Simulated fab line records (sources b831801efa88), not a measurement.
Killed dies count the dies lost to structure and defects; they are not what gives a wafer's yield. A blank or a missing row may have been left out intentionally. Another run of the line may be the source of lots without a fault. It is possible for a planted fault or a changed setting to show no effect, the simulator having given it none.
Comparing a struck lot with a sound one -- flow sky130 -- 22 out of 708 route steps
Sound: the wafers L370.2, L370.3, L370.5. Wafers L384.2, L384.4, L384.6 were the ones struck. The cause is named last.
Order at every step that has rows: each side's tool, ch and its chambers, its first start. Under that, the readings that differ: sound wafers -- struck wafers -- difference of the means -- sigmas: that difference in standard deviations of wafers without a fault.
alike: readings whose means differ by less than 2 such deviations, and words and numbers that are the same on both sides. not compared: withheld readings, readings that some wafer has no value for, bounds like >300 that may hide the same value, and numbers for which the record gives no deviation and whose values overlap.
A row with sigmas, a row that says differs or no value, or rows on one side alone: a step with any of these is where the two part. Non-overlapping numbers with no deviation appear without sigmas and do not part them. A reading that every wafer of one side lacks parts them only if that side has two wafers or more.

first, 5 steps without rows for these wafers: SKY_VT_ADJUST_HVTP_COAT_02 (resist thk 1140 nm); SKY_VT_ADJUST_HVTP_SOFTBAKE_03 (time 60 s); SKY_VT_ADJUST_HVTP_EXPOSE_04 (exposes mask HVTPM, target cd 380 nm); SKY_VT_ADJUST_HVTP_PEB_05; SKY_VT_ADJUST_HVTP_DEVELOP_06 (develop time 60 s).
SKY_VT_ADJUST_HVTP_CD_MEAS_07: target cd 380 nm.
  struck on cd_sem-02, day 11 09:02; sound on cd_sem-02, day 7 16:26
  alike: cd_nm
SKY_VT_ADJUST_HVTP_OVL_MEAS_08:
  struck on overlay-01, day 11 09:09; sound on overlay-01, day 7 16:32
  alike: VT_ADJUST_HVTP_OVL
after that, 1 step had no rows for these wafers: SKY_VT_ADJUST_HVTP_IMPLANT_09.
SKY_VT_ADJUST_HVTP_STRIP_10: strips in O2/N2.
  sound on plasma_asher-02 ch 0,1, day 7 16:43; struck on plasma_asher-03 ch 0,1, day 11 09:20
  alike: drypump_motor_current_A, oes_product_au, strip_time_to_endpoint_s
  not compared: rf_hours_counter_h
SKY_VT_ADJUST_HVTP_TW_MEAS_11:
  struck on film_metro-02, day 11 09:26; sound on film_metro-02, day 7 16:49
  alike: VT_ADJUST_HVTP_TW
then, 2 steps without rows for these wafers: SKY_VT_ADJUST_LVTN_DEHYDRATE_00 (time 60 s); SKY_VT_ADJUST_LVTN_HMDS_01 (prime time 60 s).
SKY_VT_ADJUST_LVTN_COAT_02: resist thk 3000 nm.
  sound on litho_track-03 ch 0, day 8 02:22; struck on litho_track-01 ch 0, day 11 21:00
reading,sound,struck,difference,sigmas
spin_speed_rpm (rpm),1998.7 1998.7 1999.8,1853.6 1856.7 1855.0,-144.0,-99 or more
model.coat_of_VT_ADJUST_LVTN_COAT_02.thk_nm (nm),3010 3008 2999,3126 3116 3126,+117,
then, 3 steps without rows for these wafers: SKY_VT_ADJUST_LVTN_SOFTBAKE_03; SKY_VT_ADJUST_LVTN_EXPOSE_04 (exposes mask NWM COMPLEMENT LESS NATIVE, target cd 840 nm); SKY_VT_ADJUST_LVTN_PEB_05.
SKY_VT_ADJUST_LVTN_DEVELOP_06: develop time 60 s.
  sound on litho_track-03 ch 0; struck on litho_track-01 ch 0
reading,sound,struck,difference,sigmas
model.coat_of_VT_ADJUST_LVTN_COAT_02.thk_nm (nm),3006 3004 2995,3122 3112 3122,+117,
SKY_VT_ADJUST_LVTN_OVL_MEAS_07:
  struck on overlay-01, day 12 09:47; sound on overlay-01, day 8 13:23
  alike: VT_ADJUST_LVTN_OVL
after that, 1 step had no rows for these wafers: SKY_VT_ADJUST_LVTN_IMPLANT_08.
SKY_VT_ADJUST_LVTN_STRIP_09: strips in O2/N2.
  sound on plasma_asher-04 ch 0,1, day 8 13:34; struck on plasma_asher-01 ch 0, day 12 09:58
reading,sound,struck,difference,sigmas
drypump_motor_current_A (A),5.2 5.6 5.2,6.4 6.5 6.5,+1.1,+2
strip_time_to_endpoint_s (s),37.04 37.00 36.90,38.36 38.25 38.37,+1.35,+13
  alike: oes_product_au
  not compared: rf_hours_counter_h
SKY_VT_ADJUST_LVTN_TW_MEAS_10:
  struck on film_metro-03, day 12 10:04; sound on film_metro-03, day 8 13:41
  alike: VT_ADJUST_LVTN_TW
after that, 1 step had no rows for these wafers: SKY_PAD_OPEN_PROBE_99.

## WHERE THEY PART
First at SKY_VT_ADJUST_LVTN_COAT_02; last, within this record, at SKY_VT_ADJUST_LVTN_STRIP_09. Later steps at which nothing parts them and some readings are alike: SKY_VT_ADJUST_LVTN_TW_MEAS_10.

WHY: what had been put in by the simulator
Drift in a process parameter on litho_track-01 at SKY_VT_ADJUST_LVTN_COAT_02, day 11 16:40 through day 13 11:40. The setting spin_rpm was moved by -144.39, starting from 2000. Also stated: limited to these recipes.
